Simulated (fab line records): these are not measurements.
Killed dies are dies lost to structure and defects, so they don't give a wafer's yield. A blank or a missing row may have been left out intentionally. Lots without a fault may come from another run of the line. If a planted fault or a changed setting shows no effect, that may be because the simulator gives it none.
Problem report, 8D (eight disciplines) form, completed by code || flow sky130 || the parts of the form that need people (team, actions taken, sign-off) are left out

1. WHAT WENT WRONG
Wafers without a fault read 3000.1 W, standard deviation 0.52; cathode dc power W at SKY_METAL2_SPUTTER_03 reads a mean of 3248.7 W on 6 wafers belonging to 2 lots. So: +99 or more standard deviations from the usual mean.
The step: material Ti, target thk 5 nm, time 3.3 s.
First observed at day 38 11:32: wafer L325.1, on pvd sputter-04. Wafers with a number at this step in the record: 18, from 6 lots. The rule behind "out" and "out of limits": a value lying over 4 standard deviations away from the usual mean. The rest of the wafers with a number are treated as sound.

2. WHAT IT IS, WHAT IT ISN'T
{"question": "which readings at this step", "is": "cathode dc power W", "is not": "throttle valve pct"}
{"question": "which lots", "is": "L325, L330", "is not": "L316, L317, L332, L333"}
{"question": "which wafers of those lots", "is": "all that have a number", "is not": "-"}
{"question": "read on which tools", "is": "pvd sputter-04", "is not": "pvd sputter-03"}
{"question": "when", "is": "from day 38 11:32", "is not": "up to then (6 sound wafers); but 6 sound wafers of L332, L333 came after"}

3. THE SUSPECTS, EACH WITH WHAT RULES IT OUT
Counting: any tool at a process step up to the reading is kept as a suspect provided that every lot that is out went through it and no sound lot did after the first of them.
- cvd w-02 at SKY_VIA1_CVD_21 (deposits W, target thk 270 nm, time 80.902 s): kept. All lots that are out passed through it, beginning with L325 at day 38 10:53, and no sound lot followed; its final sound lot before that point was L316 at day 36 08:08.
- cmp-01 at SKY_VIA1_CMP_24 (polishes, stops on SiO2, t overpolish 15 s, target thk 0 nm): ruled out as a lasting fault. Sound lots L332, L333 ran on it after its first lot that is out, L325 (day 38 11:13).
- pvd sputter-04 at SKY_METAL2_SPUTTER_02 (material AlCu, target thk 250 nm, time 13.3 s): ruled out as a lasting fault. Sound lots L333 ran on it after its first lot that is out, L325 (day 38 11:31).
- pvd sputter-04 at SKY_METAL2_SPUTTER_03 (material Ti, target thk 5 nm, time 3.3 s): ruled out as a lasting fault. Sound lots L333 ran on it after its first lot that is out, L325 (day 38 11:32).
Left after counting: cvd w-02 at SKY_VIA1_CVD_21.

4. THE CAUSE (what the simulator had put in)
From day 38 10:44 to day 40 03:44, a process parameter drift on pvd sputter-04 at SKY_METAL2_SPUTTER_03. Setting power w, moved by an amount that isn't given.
Counting ruled it out, wrongly.

5. SEQUENCE OF EFFECTS, ordered by route
Rows list readings where the struck wafers' mean (over those with a number) sits beyond 3 standard deviations from the usual. Only readings whose record carries a usual standard deviation are examined. hours: median over the lots of the time between each lot's start at the first step of this table that gives one and its start at this step. sigmas: the change, counted in usual standard deviations.
{"hours": 0, "step": "SKY_METAL2_SPUTTER_03", "reading": "cathode dc power W", "usual": "3000.1 W", "on struck wafers": 3248.7, "change": "+248.6", "sigmas": "+99 or more"}
It contains these process steps:
- SKY_METAL2_SPUTTER_03: material Ti, target thk 5 nm, time 3.3 s.

6. HOW IT WOULD HAVE BEEN CAUGHT EARLIER
In this record the first reading out of limits was taken at day 38 11:32, 1 hour after the fault began at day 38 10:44.
